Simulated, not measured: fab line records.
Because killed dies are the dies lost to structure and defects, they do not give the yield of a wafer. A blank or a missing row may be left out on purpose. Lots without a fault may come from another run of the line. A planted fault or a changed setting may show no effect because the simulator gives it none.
What tool caused it? ; flow sky130 ; 11 lots, 33 wafers sampled, at 3 steps of a route of 708

WHAT THE GAUGES SHOWED, per wafer
SKY_VT_ADJUST_HVTR_CD_MEAS_07 targets a cd of 380 nm.
lot;measured;on;cd_nm (nm)
L718;day 10 02:49;cd_sem-01;381.0 381.7 381.2
L721;day 10 16:11;cd_sem-02;383.4 383.1 382.0
L722;day 11 00:44;cd_sem-01;384.1 382.7 382.8
L723;day 11 12:03;cd_sem-02;385.2 386.0 382.0
L725;day 11 22:33;cd_sem-02;381.3 379.9 379.4
L726;day 12 05:55;cd_sem-02;- - -
L734;day 14 17:06;cd_sem-02;378.9 378.4 378.7
L735;day 15 02:08;cd_sem-02;380.9 379.2 381.3
L736;day 15 08:31;cd_sem-02;384.4 384.0 382.4
L738;day 15 19:49;cd_sem-02;380.3 381.0 379.8
L740;day 16 18:54;cd_sem-02;380.4 378.7 380.1

WHAT TOOL EACH LOT RAN ON (gives the tool, then ch and the chambers of the sampled wafers, and finally the start)
lot;SKY_NWELL_RTA_28;SKY_VT_ADJUST_HVTR_EXPOSE_04
L718;rtp_anneal-02 ch 0, day 5 20:33;iline_stepper-02 ch 0, day 9 15:45
L721;rtp_anneal-01 ch 0, day 6 06:40;iline_stepper-02 ch 0, day 10 05:31
L722;rtp_anneal-01 ch 0, day 6 14:31;iline_stepper-02 ch 0, day 10 14:22
L723;rtp_anneal-02 ch 0, day 7 00:24;iline_stepper-01 ch 0, day 11 00:35
L725;rtp_anneal-01 ch 0, day 7 09:13;iline_stepper-01 ch 0, day 11 11:24
L726;rtp_anneal-02 ch 0, day 7 14:33;iline_stepper-01 ch 0, day 11 18:43
L734;rtp_anneal-02 ch 0, day 9 16:38;iline_stepper-01 ch 0, day 14 04:11
L735;rtp_anneal-01 ch 0, day 9 23:58;iline_stepper-01 ch 0, day 14 13:35
L736;rtp_anneal-02 ch 0, day 10 06:10;iline_stepper-02 ch 0, day 14 20:26
L738;rtp_anneal-01 ch 0, day 10 16:19;iline_stepper-02 ch 0, day 15 06:34
L740;rtp_anneal-01 ch 0, day 11 10:00;iline_stepper-02 ch 0, day 16 05:13
- SKY_NWELL_RTA_28: time 30 s.
- SKY_VT_ADJUST_HVTR_EXPOSE_04: exposes mask HVTRM, target cd 380 nm.

THE ANSWER, worked out from the rows above alone
Rule: the lots themselves supply what counts as usual. The widest of any qualifying gaps counts: lots, ordered by their means at a reading, are off when they make up no more than a third of the lots, leave a main group of 4 or more, and stand apart from it by 3 or more times the standard deviation of that group's means. A main group is skipped when, at the precision printed for the reading in the tables above, its means are all equal. A lot without any number at a reading at which 4 lots or more have one is off too. The other lots that the step has rows for count as sound.
Off at SKY_VT_ADJUST_HVTR_CD_MEAS_07 (cd_nm): L726. Without a number there: L726. Mean 381.5 nm and standard deviation 1.8 in the main group.
If a tool, at a process step before that reading, ran all the lots that are off and no sound lot after the first of them, it fits. The gauges at SKY_VT_ADJUST_HVTR_CD_MEAS_07 are tried like those tools. Not one of the candidates tried fits.

WHAT THE SIMULATOR PUT IN
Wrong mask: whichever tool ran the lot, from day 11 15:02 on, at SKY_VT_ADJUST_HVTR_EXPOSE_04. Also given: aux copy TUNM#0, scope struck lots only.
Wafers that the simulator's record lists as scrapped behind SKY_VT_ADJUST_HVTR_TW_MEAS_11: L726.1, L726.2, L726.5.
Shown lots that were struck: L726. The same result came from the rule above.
